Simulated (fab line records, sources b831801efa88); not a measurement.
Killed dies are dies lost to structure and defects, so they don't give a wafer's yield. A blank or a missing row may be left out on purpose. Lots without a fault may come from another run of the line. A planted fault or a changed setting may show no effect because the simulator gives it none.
fab line records | flow sky130
record lots=14 wafers=42 last_day=47
route steps=708 shown VT_ADJUST_PCH@150 GATE_OXIDE@198 LDD_N@244 LI_CONTACT@377
lots that met no fault: from a run of the same line without faults
start_h: hours from the record's first day to the start of the lot's first wafer shown | wait_h: hours since the lot's step before | " the same as in the row above | L1.1+2: a row that stands for several wafers | - no value, or no start given | * or withheld: withheld | < > ~ a bound
route shown NAME@n: a module of which the file shows steps, and the number in the route of the first | usual: mean/standard deviation of fault-free wafers | same: alike in all rows | chamber/n: place in a boat | sites: the reading at each site | _std_site: their standard deviation | _edge_site: outer sites' mean less inner sites' | radius_mm: how far each site lies from the wafer's centre | mask NAME#n: copy n | behind: the tool/chamber that last shaped the wafer | hold: why the lot was held/for how many hours/how that ended | device: the transistor (n, p or np) that didn't switch | end of line: the same wafers' tests at the end of the route | a step without rows: its recipe alone | killed: dies lost to structure and defects at the first sort, not the wafer's yield | map: a wafer's dies, x killed, . not, _ none there
set.NAME: the setting as run; set.NAME@STEP: as run at that earlier step | model.NAME: the simulator's own value behind a step, which no gauge read
steps of the route over a sample of lots; a table a step, a row a wafer
services: from which hour (start_h, from the record's first day; less than 0 if before it) a tool's chamber was out of use, for how many hours, and why
## steps
# step SKY_VT_ADJUST_PCH_OVL_MEAS_07
# usual VT_ADJUST_PCH_OVL=-0.5/1.1
# columns lot.wafer tool chamber start_h wait_h VT_ADJUST_PCH_OVL[nm]
L722.1 overlay-02 - 228.48 - -1.5
L722.4 " - " " -0.2
L722.5 " - " " -0.9
L723.1 overlay-01 - 238.67 - -2.1
L723.3 " - " " -2.9
L723.4 " - " " -0.9
L724.1 overlay-01 - 240.51 - -1.0
L724.3 " - " " -0.8
L724.6 " - " " -0.1
L725.1 overlay-02 - 250.27 - -2.7
L725.2 " - " " -0.7
L725.6 " - " " -0.9
L727.1 overlay-01 - 268.37 - 0.4
L727.2 " - " " -0.5
L727.4 " - " " -0.6
L728.1 overlay-01 - 274.57 - -0.8
L728.3 " - " " -1.2
L728.4 " - " " 0.2
L729.1 overlay-01 - 281.12 - 0.6
L729.4 " - " " 0.0
L729.6 " - " " -0.1
L730.2 overlay-01 - 287.58 - -1.8
L730.3 " - " " 0.4
L730.5 " - " " 1.4
L731.1 overlay-02 - 293.71 - -0.3
L731.3 " - " " 0.0
L731.5 " - " " 0.2
L732.1 overlay-01 - 301.16 - -1.5
L732.2 " - " " -1.9
L732.6 " - " " -2.5
L733.3 overlay-01 - 309.13 - 0.3
L733.4 " - " " -0.9
L733.5 " - " " -0.7
L734.1 overlay-01 - 318.07 - -0.9
L734.2 " - " " 0.1
L734.4 " - " " -1.1
L735.1 overlay-01 - 324.37 - -1.9
L735.3 " - " " -1.9
L735.6 " - " " -1.9
L736.1 overlay-02 - 330.86 - -1.6
L736.3 " - " " -0.8
L736.6 " - " " -0.9
# step SKY_GATE_OXIDE_IMPLANT_11
# recipe species=B energy_kev=10 dose_cm2=2.6e+12 tilt_deg=withheld
# usual faraday_current_uA=14.68/0.29 implant_ion_amu=11/0
# columns lot.wafer tool chamber start_h wait_h faraday_current_uA implant_ion_amu
L722.1 implanter-04 0 305.89 0.0 14.99 11
L722.4 " 0 " " 14.96 11
L722.5 " 0 " " 14.61 11
L723.1 implanter-04 0 321.21 0.0 15.01 11
L723.3 " 0 " " 14.95 11
L723.4 " 0 " " 14.67 11
L724.1 implanter-01 0 324.76 0.0 14.75 11
L724.3 " 0 " " 14.28 11
L724.6 " 0 " " 14.52 11
L727.1 implanter-03 0 352.32 0.0 14.68 11
L727.2 " 0 " " 14.44 11
L727.4 " 0 " " 14.84 11
L725.1 implanter-01 0 352.59 0.0 14.69 11
L725.2 " 0 " " 14.95 11
L725.6 " 0 " " 14.83 11
L728.1 implanter-04 0 363.71 0.0 14.77 11
L728.3 " 0 " " 14.91 11
L728.4 " 0 " " 14.71 11
L729.1 implanter-01 0 368.39 0.0 14.40 11
L729.4 " 0 " " 14.60 11
L729.6 " 0 " " 14.44 11
L730.2 implanter-01 0 376.52 0.0 14.13 11
L730.3 " 0 " " 14.46 11
L730.5 " 0 " " 15.16 11
L731.1 implanter-04 0 380.97 0.0 14.50 11
L731.3 " 0 " " 14.50 11
L731.5 " 0 " " 15.38 11
L732.1 implanter-04 0 391.84 0.0 14.96 11
L732.2 " 0 " " 14.50 11
L732.6 " 0 " " 14.66 11
L733.3 implanter-01 0 402.29 0.1 15.00 49
L733.4 " 0 " " 15.01 49
L733.5 " 0 " " 14.62 49
L734.1 implanter-03 0 411.04 0.0 14.20 49
L734.2 " 0 " " 15.06 49
L734.4 " 0 " " 14.70 49
L735.1 implanter-03 0 418.61 0.0 15.06 49
L735.3 " 0 " " 14.93 49
L735.6 " 0 " " 15.09 49
L736.1 implanter-04 0 424.62 0.0 15.09 49
L736.3 " 0 " " 14.66 49
L736.6 " 0 " " 15.31 49
# step SKY_GATE_OXIDE_TW_MEAS_14
# usual GATE_OXIDE_TW=224.0/1
# columns lot.wafer tool chamber start_h wait_h hold GATE_OXIDE_TW
L722.1 film_metro-02 - 306.25 0.1 - 226.8
L722.4 " - " " - 226.0
L722.5 " - " " - 226.1
L723.1 film_metro-03 - 321.56 0.1 - 225.0
L723.3 " - " " - 225.1
L723.4 " - " " - 224.6
L724.1 film_metro-03 - 325.11 0.1 - 224.3
L724.3 " - " " - 224.6
L724.6 " - " " - 225.4
L727.1 film_metro-03 - 352.69 0.1 - 224.5
L727.2 " - " " - 223.9
L727.4 " - " " - 223.7
L725.1 film_metro-03 - 352.96 0.1 - 224.9
L725.2 " - " " - 223.7
L725.6 " - " " - 224.3
L728.1 film_metro-02 - 364.07 0.1 - 222.8
L728.3 " - " " - 221.7
L728.4 " - " " - 222.7
L729.1 film_metro-04 - 368.75 0.1 - 224.7
L729.4 " - " " - 222.6
L729.6 " - " " - 224.1
L730.2 film_metro-04 - 376.86 0.1 - 223.8
L730.3 " - " " - 223.7
L730.5 " - " " - 224.4
L731.1 film_metro-04 - 381.32 0.1 - 223.4
L731.3 " - " " - 223.2
L731.5 " - " " - 223.9
L732.1 film_metro-03 - 392.20 0.1 - 224.8
L732.2 " - " " - 225.0
L732.6 " - " " - 225.3
L733.3 film_metro-04 - 402.62 0.1 await_dispo/0.2h/release 327.6
L733.4 " - " " await_dispo/0.2h/release 325.9
L733.5 " - " " await_dispo/0.2h/release 326.1
L733.3 film_metro-04 - 402.84 0.2 - 325.8
L733.4 " - " " - 325.4
L733.5 " - " " - 325.0
L734.1 film_metro-03 - 411.40 0.1 await_dispo/0.2h/release 326.1
L734.2 " - " " await_dispo/0.2h/release 327.4
L734.4 " - " " await_dispo/0.2h/release 326.9
L734.1 film_metro-03 - 411.62 0.2 - 327.2
L734.2 " - " " - 326.4
L734.4 " - " " - 328.0
L735.1 film_metro-04 - 418.96 0.1 await_dispo/0.2h/release 325.7
L735.3 " - " " await_dispo/0.2h/release 326.6
L735.6 " - " " await_dispo/0.2h/release 325.1
L735.1 film_metro-04 - 419.19 0.2 - 327.4
L735.3 " - " " - 327.3
L735.6 " - " " - 327.6
L736.1 film_metro-04 - 424.97 0.1 await_dispo/0.2h/release 324.8
L736.3 " - " " await_dispo/0.2h/release 324.3
L736.6 " - " " await_dispo/0.2h/release 325.1
L736.1 film_metro-04 - 425.27 0.3 - 326.4
L736.3 " - " " - 325.3
L736.6 " - " " - 325.9
# step SKY_LDD_N_OVL_MEAS_07
# usual LDD_N_OVL=-1.1/1.4
# columns lot.wafer tool chamber start_h wait_h LDD_N_OVL[nm]
L722.1 overlay-01 - 397.86 0.1 1.8
L722.4 " - " " 2.2
L722.5 " - " " 2.2
L723.1 overlay-01 - 415.78 0.1 -1.4
L723.3 " - " " -0.9
L723.4 " - " " -1.8
L724.1 overlay-01 - 420.01 0.1 -1.3
L724.3 " - " " 0.1
L724.6 " - " " 0.2
L727.1 overlay-02 - 448.18 0.1 -2.7
L727.2 " - " " -2.7
L727.4 " - " " -0.5
L725.1 overlay-01 - 448.92 0.1 -1.9
L725.2 " - " " -0.8
L725.6 " - " " -1.8
L728.1 overlay-01 - 462.83 0.1 -0.7
L728.3 " - " " 0.3
L728.4 " - " " -2.0
L729.1 overlay-02 - 468.52 0.1 -1.5
L729.4 " - " " -2.0
L729.6 " - " " -1.6
L730.2 overlay-02 - 475.54 0.1 1.5
L730.3 " - " " -0.3
L730.5 " - " " 1.4
L731.1 overlay-01 - 483.11 0.1 -1.6
L731.3 " - " " -3.6
L731.5 " - " " -2.8
L732.1 overlay-01 - 492.56 0.1 -2.3
L732.2 " - " " -1.3
L732.6 " - " " -1.5
# step SKY_LI_CONTACT_ETCH_15
# recipe target=PSG chemistry=C4F8/O2/Ar stop_on=Si taper_deg=4.15 mask_material=KrF-thick source_w=1500 bias_w=1200 pressure_mtorr=40 c4f8_flow_sccm=withheld O2_flow_sccm=6 Ar_flow_sccm=300 time_s=withheld target_depth_a=6000
# usual oes_product_au=0.838/0.0045
# columns lot.wafer tool chamber start_h wait_h oes_product_au
L722.1 rie_diel-01 3 671.31 0.0 0.830
L722.4 " 1 " " 0.839
L722.5 " 0 " " 0.835
L723.1 rie_diel-03 3 689.12 0.0 0.841
L723.3 " 1 " " 0.842
L723.4 " 2 " " 0.840
L724.1 rie_diel-01 3 695.13 0.0 0.837
L724.3 " 1 " " 0.834
L724.6 " 3 " " 0.836
L727.1 rie_diel-03 3 719.41 0.0 0.836
L727.2 " 2 " " 0.831
L727.4 " 0 " " 0.838
L725.1 rie_diel-01 1 721.86 0.0 0.842
L725.2 " 3 " " 0.836
L725.6 " 1 " " 0.834
L728.1 rie_diel-03 0 732.43 0.0 0.844
L728.3 " 1 " " 0.844
L728.4 " 3 " " 0.835
L729.1 rie_diel-03 2 737.08 0.0 0.840
L729.4 " 3 " " 0.843
L729.6 " 3 " " 0.836
L730.2 rie_diel-03 3 743.16 0.0 0.830
L730.3 " 2 " " 0.831
L730.5 " 0 " " 0.835
L731.1 rie_diel-01 0 749.33 0.0 0.829
L731.3 " 3 " " 0.837
L731.5 " 2 " " 0.837
L732.1 rie_diel-01 1 758.58 0.0 0.835
L732.2 " 3 " " 0.833
L732.6 " 3 " " 0.832
## services
# columns tool chamber start_h hours kind
rie_diel-01 1 325.71 2.8 repair
rie_diel-03 - 333.76 0.3 repair
implanter-04 - 344.61 4.2 pm
implanter-04 - 358.66 3.0 repair
implanter-03 - 375.90 5.5 repair
implanter-01 - 378.36 3.3 repair
implanter-04 - 386.48 2.2 repair
implanter-01 - 423.62 2.3 repair
rie_diel-01 - 424.49 2.8 pm
rie_diel-03 3 452.08 - clean
rie_diel-03 3 452.08 16.2 scheduled_down
rie_diel-03 - 570.12 0.7 repair
rie_diel-01 0 572.54 3.0 repair
implanter-04 - 573.32 13.5 pm
implanter-01 - 598.11 3.1 repair
rie_diel-03 0 602.01 1.2 repair
implanter-03 - 621.59 3.3 pm
rie_diel-01 3 627.27 7.5 repair
rie_diel-03 2 693.62 4.0 repair
implanter-04 - 698.53 1.7 repair
implanter-01 - 698.88 4.9 pm
rie_diel-03 2 708.98 8.7 repair
implanter-01 - 712.92 1.4 repair
implanter-04 - 731.89 1.6 pm
## key
first_sign step=SKY_GATE_OXIDE_IMPLANT_11 reading=implant_ion_amu direction=up sigmas=99+ usual=11 struck=49
effect step=SKY_GATE_OXIDE_TW_MEAS_14 reading=visit direction=added
effect step=SKY_GATE_OXIDE_TW_MEAS_14 reading=GATE_OXIDE_TW direction=up sigmas=99+ usual=224.0 struck=326.0
met_at SKY_GATE_OXIDE_IMPLANT_11
struck_lots L733,L734,L735,L736
scrapped_behind SKY_GATE_OXIDE_TW_MEAS_14 L733.3,L733.4,L733.5,L734.1,L734.2,L734.4,L735.1,L735.3,L735.6,L736.1,L736.3,L736.6
not_acting_at SKY_VT_ADJUST_PCH_OVL_MEAS_07,SKY_LDD_N_OVL_MEAS_07,SKY_LI_CONTACT_ETCH_15
onset_between 391.84 402.29
fault kind=wrong_recipe_download tool=implanter-01,implanter-03,implanter-04 chamber=- onset_h=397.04 steps=SKY_GATE_OXIDE_IMPLANT_11 wrong_recipe.not_listed=1
